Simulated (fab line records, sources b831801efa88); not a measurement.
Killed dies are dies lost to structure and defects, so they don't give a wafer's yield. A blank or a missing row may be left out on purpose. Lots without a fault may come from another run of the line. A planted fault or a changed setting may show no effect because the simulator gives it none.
Which tool did it? | flow gf180mcu | 12 lots, 36 wafers sampled, at 6 steps of a route of 602

WHAT THE GAUGES READ, wafer by wafer
GF_VT_IMPLANT_OVL_MEAS_40. Usual: VT_IMPLANT_03_OVL 0.5 nm, standard deviation 1.2.
lot  | measured     | on         | VT_IMPLANT_03_OVL (nm) | flag
L377 | day 7 03:50  | overlay-01 | -0.2 -0.6 -0.7         |
L378 | day 8 03:26  | overlay-01 | -1.3 -0.9 -2.3         |
L379 | day 8 14:38  | overlay-01 | -0.6 1.0 0.0           |
L386 | day 10 02:29 | overlay-02 | 2.9 - 2.7              |
L389 | day 11 00:06 | overlay-01 | 0.6 - 0.7              |
L390 | day 11 04:56 | overlay-01 | -1.8 -3.0 -0.4         |
L392 | day 11 21:35 | overlay-02 | 3.1 1.6 1.2            |
L393 | day 12 01:34 | overlay-02 | -0.4 0.6 0.7           |
L394 | day 12 08:17 | overlay-01 | 1.0 0.6 1.4            |
L395 | day 12 15:29 | overlay-02 | 1.1 1.8 0.8            |
L397 | day 13 03:55 | overlay-01 | 3.9 1.8 2.6            |
L400 | day 14 01:53 | overlay-01 | 0.9 0.2 0.0            |

GF_VT_IMPLANT_TW_MEAS_43. Usual: VT_IMPLANT_4_TW 691, standard deviation 9.6.
lot  | measured     | on            | VT_IMPLANT_4_TW | flag
L377 | day 7 04:07  | film_metro-01 | 681 675 680     |
L378 | day 8 03:43  | film_metro-03 | 698 702 697     |
L379 | day 8 14:55  | film_metro-02 | 700 696 694     |
L386 | day 10 02:46 | film_metro-02 | 694 30 693      | OFF
L389 | day 11 00:24 | film_metro-03 | 700 30 699      | OFF
L390 | day 11 05:13 | film_metro-01 | 681 677 679     |
L392 | day 11 21:52 | film_metro-01 | 677 680 682     |
L393 | day 12 01:52 | film_metro-02 | 699 699 703     |
L394 | day 12 08:34 | film_metro-01 | 681 683 681     |
L395 | day 12 15:47 | film_metro-02 | 699 697 694     |
L397 | day 13 04:13 | film_metro-01 | 678 679 677     |
L400 | day 14 02:10 | film_metro-01 | 679 679 679     |

GF_HV_LDD_OVL_MEAS_47. Usual: HV_LDD_03_OVL -0.6 nm, standard deviation 1.7.
lot  | measured     | on         | HV_LDD_03_OVL (nm) | flag
L377 | day 11 23:06 | overlay-02 | -2.2 -1.3 -1.6     |
L378 | day 13 00:04 | overlay-01 | -1.1 -1.2 -1.5     |
L379 | day 13 14:55 | overlay-02 | 0.9 2.1 -0.6       |
L386 | day 15 11:40 | overlay-02 | 0.5 1.5            |
L389 | day 16 16:43 | overlay-02 | 0.0 1.5            |
L390 | day 16 15:18 | overlay-01 | -2.3 -1.5 -3.4     |
L392 | day 17 19:50 | overlay-01 | -1.2 -1.4 -2.3     |
L393 | day 17 21:51 | overlay-01 | 1.0 1.8 -0.8       |
L394 | day 18 04:18 | overlay-02 | 0.6 0.1 0.4        |
L395 | day 18 17:49 | overlay-01 | -0.5 -0.8 -0.2     |
L397 | day 19 05:20 | overlay-02 | -2.3 -1.9 -2.9     |
L400 | day 20 02:30 | overlay-02 | -0.4 -0.4 0.4      |

WHICH TOOL RAN EACH LOT (tool, then ch and the chambers of the sampled wafers, then the start)
lot  | GF_STI_ETCH_14                  | GF_VT_IMPLANT_DEVELOP_39          | GF_HV_LDD_STRIP_22
L377 | rie_si-01 ch 0,2,3, day 2 00:32 | litho_track-03 ch 0, day 7 03:41  | plasma_asher-03 ch 0,1, day 10 09:20
L378 | rie_si-02 ch 0,1, day 2 07:50   | litho_track-01 ch 0, day 8 03:18  | plasma_asher-01 ch 0,1, day 11 09:20
L379 | rie_si-02 ch 0,1,2, day 2 13:20 | litho_track-03 ch 0, day 8 14:29  | plasma_asher-04 ch 0,1, day 11 23:35
L386 | rie_si-01 ch 0,1,3, day 3 23:59 | litho_track-03 ch 0, day 10 02:20 | plasma_asher-01 ch 0,1, day 13 16:14
L389 | rie_si-02 ch 0,1,3, day 4 14:38 | litho_track-03 ch 0, day 11 00:01 | plasma_asher-03 ch 1, day 14 20:25
L390 | rie_si-02 ch 0,1,3, day 4 21:38 | litho_track-01 ch 0, day 11 04:48 | plasma_asher-01 ch 0, day 14 19:44
L392 | rie_si-02 ch 0,1, day 5 07:35   | litho_track-02 ch 0, day 11 21:26 | plasma_asher-01 ch 0,1, day 15 21:02
L393 | rie_si-01 ch 2,3, day 5 11:44   | litho_track-02 ch 0, day 12 01:25 | plasma_asher-03 ch 0,1, day 15 22:14
L394 | rie_si-01 ch 1,2,3, day 5 16:38 | litho_track-01 ch 0, day 12 08:08 | plasma_asher-04 ch 0,1, day 16 04:32
L395 | rie_si-01 ch 0,1, day 5 21:41   | litho_track-02 ch 0, day 12 15:24 | plasma_asher-03 ch 0,1, day 16 18:13
L397 | rie_si-02 ch 0,1,2, day 6 08:35 | litho_track-02 ch 0, day 13 03:46 | plasma_asher-01 ch 0,1, day 17 04:20
L400 | rie_si-02 ch 0,1,3, day 7 00:35 | litho_track-01 ch 0, day 14 01:44 | plasma_asher-01 ch 0,1, day 18 00:53
- GF_STI_ETCH_14: etches Si in HBr/Cl2/O2, target depth 360 nm, time 102.9 s.
- GF_VT_IMPLANT_DEVELOP_39: develop time 60 s.
- GF_HV_LDD_STRIP_22: strips in O2/N2.

WHAT THE TOOLS THEMSELVES READ (means of the sampled wafers that have a number; where no wafer has one, the mark that the record gives instead)
GF_STI_ETCH_14. Usual: chamber_pressure_mTorr 15.001 mTorr, standard deviation 0.015; drypump_motor_current_A 5.8 A, standard deviation 0.41; oes_product_au 1.002 a.u., standard deviation 0.014; throttle_valve_pct 25.655 %, standard deviation 0.014.
lot  | tool      | chamber_pressure_mTorr (mTorr) | drypump_motor_current_A (A) | oes_product_au (a.u.) | throttle_valve_pct (%) | flag
L377 | rie_si-01 | 14.995                         | 5.9                         | 1.009                 | 25.645                 |
L378 | rie_si-02 | 14.990                         | 5.7                         | 1.009                 | 25.656                 |
L379 | rie_si-02 | 14.983                         | 5.8                         | 1.013                 | 25.648                 |
L386 | rie_si-01 | 15.009                         | 5.8                         | 1.002                 | 25.665                 |
L389 | rie_si-02 | 14.999                         | 5.9                         | 1.003                 | 25.646                 |
L390 | rie_si-02 | 14.992                         | 5.9                         | 1.001                 | 25.650                 |
L392 | rie_si-02 | 14.996                         | 5.7                         | 0.998                 | 25.653                 |
L393 | rie_si-01 | 15.012                         | 5.9                         | 0.995                 | 25.668                 |
L394 | rie_si-01 | 15.004                         | 5.5                         | 0.999                 | 25.652                 |
L395 | rie_si-01 | 15.003                         | 5.8                         | 0.993                 | 25.666                 |
L397 | rie_si-02 | 15.016                         | 5.8                         | 0.996                 | 25.663                 |
L400 | rie_si-02 | 14.985                         | 5.9                         | 0.998                 | 25.654                 |

GF_HV_LDD_STRIP_22. Usual: chamber_pressure_mTorr 1500.3 mTorr, standard deviation 1.3; drypump_motor_current_A 6.3 A, standard deviation 0.41; heater_power_w 340 W, standard deviation 27; oes_product_au 0.716 a.u., standard deviation 0.0043; strip_time_to_endpoint_s 12.63 s, standard deviation 0.042.
lot  | tool            | chamber_pressure_mTorr (mTorr) | drypump_motor_current_A (A) | heater_power_w (W) | oes_product_au (a.u.) | strip_time_to_endpoint_s (s) | flag
L377 | plasma_asher-03 | 1500.6                         | 6.7                         | 326                | 0.714                 | 12.59                        |
L378 | plasma_asher-01 | 1499.8                         | 6.2                         | 345                | 0.715                 | 12.63                        |
L379 | plasma_asher-04 | 1501.6                         | 5.7                         | 357                | 0.717                 | 12.61                        |
L386 | plasma_asher-01 | 1499.8                         | 6.2                         | 334                | 0.716                 | 12.61                        |
L389 | plasma_asher-03 | 1499.8                         | 6.5                         | 346                | 0.720                 | 12.70                        |
L390 | plasma_asher-01 | 1501.7                         | 6.3                         | 354                | 0.717                 | 12.63                        |
L392 | plasma_asher-01 | 1501.1                         | 6.3                         | 341                | 0.711                 | 12.60                        |
L393 | plasma_asher-03 | 1501.3                         | 6.6                         | 321                | 0.715                 | 12.71                        |
L394 | plasma_asher-04 | 1499.3                         | 6.1                         | 379                | 0.716                 | 12.72                        |
L395 | plasma_asher-03 | 1499.0                         | 6.7                         | 314                | 0.716                 | 12.67                        |
L397 | plasma_asher-01 | 1500.8                         | 6.3                         | 342                | 0.714                 | 12.63                        |
L400 | plasma_asher-01 | 1499.8                         | 6.3                         | 341                | 0.719                 | 12.62                        |

THE ANSWER, worked out from the rows above alone
Rule: a lot is off if the mean of its wafers that have a number lies more than 3 standard deviations from the usual mean. A lot without any number at a reading at which 4 lots or more have one is off too. The other lots that the step has rows for count as sound. The gauges are gone through in route order, then the tools' own readings, and for those a lot's mean is taken as printed above. The first step at which some lot is off is used, and at that step the reading that is off furthest; a lot without a number counts as furthest.
Off: L386, L389, at GF_VT_IMPLANT_TW_MEAS_43 (VT_IMPLANT_4_TW).
A tool fits if, at a process step before that reading, it ran every lot that is off, and no sound lot after the first of them. The gauges at GF_VT_IMPLANT_TW_MEAS_43 are tried like those tools. One fits: litho_track-03 at GF_VT_IMPLANT_DEVELOP_39. Its last sound lot is L379 (day 8 14:29), its first lot that is off L386 (day 10 02:20): a fault that began between those two fits.

WHAT THE SIMULATOR HAD PUT IN
Process parameter drift: litho_track-03, from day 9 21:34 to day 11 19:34, at GF_VT_IMPLANT_DEVELOP_39. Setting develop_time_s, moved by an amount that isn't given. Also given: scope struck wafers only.
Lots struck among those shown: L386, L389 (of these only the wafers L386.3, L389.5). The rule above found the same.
